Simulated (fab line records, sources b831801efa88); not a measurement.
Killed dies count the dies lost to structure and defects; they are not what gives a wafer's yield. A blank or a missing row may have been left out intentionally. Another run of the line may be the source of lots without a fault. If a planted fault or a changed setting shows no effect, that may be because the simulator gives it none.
2 desks, one fault -- flow sky130 -- numbers are kept per desk, each desk with only its own; the story behind them comes last

== THE TOOL OWNER'S DESK: furnace-01 ==
The tool's own readings at SKY_POLY_GATE_OXIDATION_20 (stabilise 600 s, purge 300 s, target thk 4 nm): means of the sampled wafers that have a number, for each lot that ran on this tool. A lot is out of limits, marked OUT, if its mean lies more than 4 standard deviations from the usual mean; the brackets give that distance. Of its 10 readings 7 are shown: the one that was out of limits first, and those that lie furthest out on some lot.
Columns: A = spike-tc-bottom-C at SKY_POLY_GATE_OXIDATION_20, usual 868.0 C; B = spike-tc-centre-C at SKY_POLY_GATE_OXIDATION_20, usual 849.9 C; C = spike-tc-lower-C at SKY_POLY_GATE_OXIDATION_20, usual 850.0 C; D = spike-tc-top-C at SKY_POLY_GATE_OXIDATION_20, usual 864.3 C; E = spike-tc-upper-C at SKY_POLY_GATE_OXIDATION_20, usual 850.5 C; F = tube-center-temp-C at SKY_POLY_GATE_OXIDATION_20, usual 850.01 C; G = tube_center_temp_C_max at SKY_POLY_GATE_OXIDATION_20, usual 852.2
lot,first seen here,A,B,C,D,E,F,G
L367,day 17 19:27,867.8,849.4,850.0,863.7,850.3,850.06,852.8
L368,day 17 23:44,867.9,849.8,849.8,862.8,850.2,850.00,852.0
L370,day 19 01:37,868.3,849.6,850.3,863.2,850.0,850.04,852.0
L371,day 19 06:04,867.4,849.8,849.4,864.6,850.6,849.95,852.1
L372,day 19 16:14,867.6,849.0,848.7,863.2,850.7,850.07,852.3
L383,day 23 06:28,891.8 (+20) OUT,874.9 (+26) OUT,874.5 (+24) OUT,886.9 (+13) OUT,873.7 (+25) OUT,874.38 (+99 or more) OUT,876.5 (+64) OUT
L384,day 24 05:35,891.2 (+19) OUT,875.1 (+27) OUT,874.3 (+24) OUT,888.0 (+14) OUT,875.3 (+26) OUT,874.38 (+99 or more) OUT,876.5 (+64) OUT
This desk's finding: out of limits on L383, L384; first on L383, day 23 06:28 (spike-tc-bottom-C at SKY_POLY_GATE_OXIDATION_20). L367, L368, L370, L371, L372: within limits.

== AT THE METROLOGY DESK ==
Means of the sampled wafers that have a number, per lot and without regard to the tool the lot ran on: this is what the gauges read. A lot is out of limits, marked OUT, if its mean lies more than 4 standard deviations from the usual mean; the brackets give that distance.
Columns: A = VT_ADJUST_HVTR_OVL at SKY_VT_ADJUST_HVTR_OVL_MEAS_08, usual 0.6 nm; B = POLY_GATE_CVD_03_THK at SKY_POLY_GATE_THK_MEAS_04, usual 74.6 nm; C = POLY_GATE_OXIDATION_THK at SKY_POLY_GATE_THK_MEAS_21, usual 4.00 nm; D = cd-nm at SKY_LDD_P_CD_MEAS_07, usual 380.2 nm
lot,first seen here,A,B,C,D
L364,day 9 10:21,-0.0,73.6,4.08,382.7
L365,day 9 17:01,-0.6,74.7,4.10,380.2
L367,day 10 11:04,-1.1,74.2,3.94,380.9
L368,day 10 15:56,0.7,74.0,3.95,378.6
L369,day 10 23:05,-0.2,75.0,3.99,383.1
L370,day 11 09:26,2.4,75.2,4.03,381.6
L371,day 11 16:29,2.4,74.4,4.00,377.3
L372,day 11 22:26,1.0,75.3,3.93,378.2
L383,day 15 06:03,1.1,74.9,5.38 (+19) OUT,378.1
L384,day 15 16:59,1.0,73.3,5.40 (+19) OUT,375.9
L386,day 16 20:06,0.5,75.0,3.96,380.4
This desk's finding: out of limits on L383, L384; first on L383, day 23 07:43 (POLY_GATE_OXIDATION_THK at SKY_POLY_GATE_THK_MEAS_21). L364, L365, L367, L368, L369, L370, L371, L372, L386: within limits.

== TAKEN TOGETHER ==
An alarm could have come from the tool owner's desk at day 23 06:28, on L383, L384.
On L383, L384, the metrology desk was in a position to raise an alarm at day 23 07:43.
Of the lots named, all ran SKY_POLY_GATE_OXIDATION_20 on furnace-01.

== WHAT THE SIMULATOR HAD PUT IN ==
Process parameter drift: furnace-01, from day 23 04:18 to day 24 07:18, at SKY_POLY_GATE_OXIDATION_20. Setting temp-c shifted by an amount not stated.
Shown lots that were struck: L383, L384.
Fault start to first reading out of limits, in hours, per desk: tool owner, 2; metrology, 3.
